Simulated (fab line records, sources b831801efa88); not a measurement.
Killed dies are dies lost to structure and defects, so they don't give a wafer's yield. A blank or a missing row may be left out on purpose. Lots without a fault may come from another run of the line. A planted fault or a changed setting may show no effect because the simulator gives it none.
One fault seen from 2 desks | flow sky130 | each desk has only its own numbers; what lay behind them comes last

THE TOOL OWNER'S DESK: implanter-01
The tool's own readings at SKY_SD_N_IMPLANT_09: means of the sampled wafers that have a number, for each lot that ran on this tool. A lot is out of limits, marked OUT, if its mean lies more than 4 standard deviations from the usual mean; the brackets give that distance.
Columns: A = beam_energy_keV at SKY_SD_N_IMPLANT_09, usual 50.001; B = beam_on_s at SKY_SD_N_IMPLANT_09, usual 18.5 s; C = faraday_current_uA at SKY_SD_N_IMPLANT_09, usual 11917
lot  | first seen here | A                        | B    | C
L838 | day 32 16:49    | 50.001                   | 19.6 | 11215
L839 | day 32 20:08    | 50.004                   | 19.3 | 11335
L840 | day 33 09:40    | 50.000                   | 19.7 | 11123
L841 | day 33 17:54    | 68.315 (+99 or more) OUT | 19.3 | 11325
L843 | day 34 06:01    | 68.312 (+99 or more) OUT | 19.8 | 11089
This desk's finding: out of limits on L841, L843; first on L841, day 33 17:54 (beam_energy_keV at SKY_SD_N_IMPLANT_09). In limits: L838, L839, L840.

THE METROLOGY DESK
What the gauges read, lot by lot, whatever tool the lot ran on: means of the sampled wafers that have a number. A lot is out of limits, marked OUT, if its mean lies more than 4 standard deviations from the usual mean; the brackets give that distance.
Columns: A = SD_N_TW at SKY_SD_N_TW_MEAS_12, usual 3995; B = SD_N_RS at SKY_SD_N_RS_MEAS_16, usual 68.58 ohm/sq; C = CONTACT_BOW at SKY_CONTACT_BOW_MEAS_05, usual 81 um
lot  | first seen here | A              | B               | C
L826 | day 28 18:49    | 3976           | 68.53           | 85
L828 | day 30 05:41    | 4037           | 68.45           | 74
L833 | day 31 05:16    | 3974           | 68.58           | 89
L834 | day 31 16:29    | 4030           | 68.71           | 77
L837 | day 32 05:40    | 4024           | 68.69           | 82
L838 | day 32 17:13    | 4005           | 68.40           | 86
L839 | day 32 20:32    | 3976           | 68.51           | 83
L840 | day 33 10:04    | 3954           | 68.61           | 76
L841 | day 33 18:16    | 4377 (+13) OUT | 57.93 (-82) OUT | -
L843 | day 34 06:25    | 4342 (+12) OUT | 57.92 (-82) OUT | -
This desk's finding: out of limits on L841, L843; first on L841, day 33 18:16 (SD_N_TW at SKY_SD_N_TW_MEAS_12). In limits: L826, L828, L833, L834, L837, L838, L839, L840.

PUT TOGETHER
The tool owner's desk could have raised an alarm at day 33 17:54, on L841, L843.
The metrology desk could have raised an alarm at day 33 18:16, on L841, L843.
Of the lots named, all ran SKY_SD_N_IMPLANT_09 on implanter-01.

WHAT THE SIMULATOR HAD PUT IN
Process parameter drift: implanter-01, from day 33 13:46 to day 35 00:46, at SKY_SD_N_IMPLANT_09. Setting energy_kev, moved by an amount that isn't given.
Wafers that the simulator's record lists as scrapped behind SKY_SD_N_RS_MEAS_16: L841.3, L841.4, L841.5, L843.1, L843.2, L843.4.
Lots struck among those shown: L841, L843.
Hours from the fault's start to each desk's first reading out of limits: the tool owner's desk, 4; the metrology desk, 5.
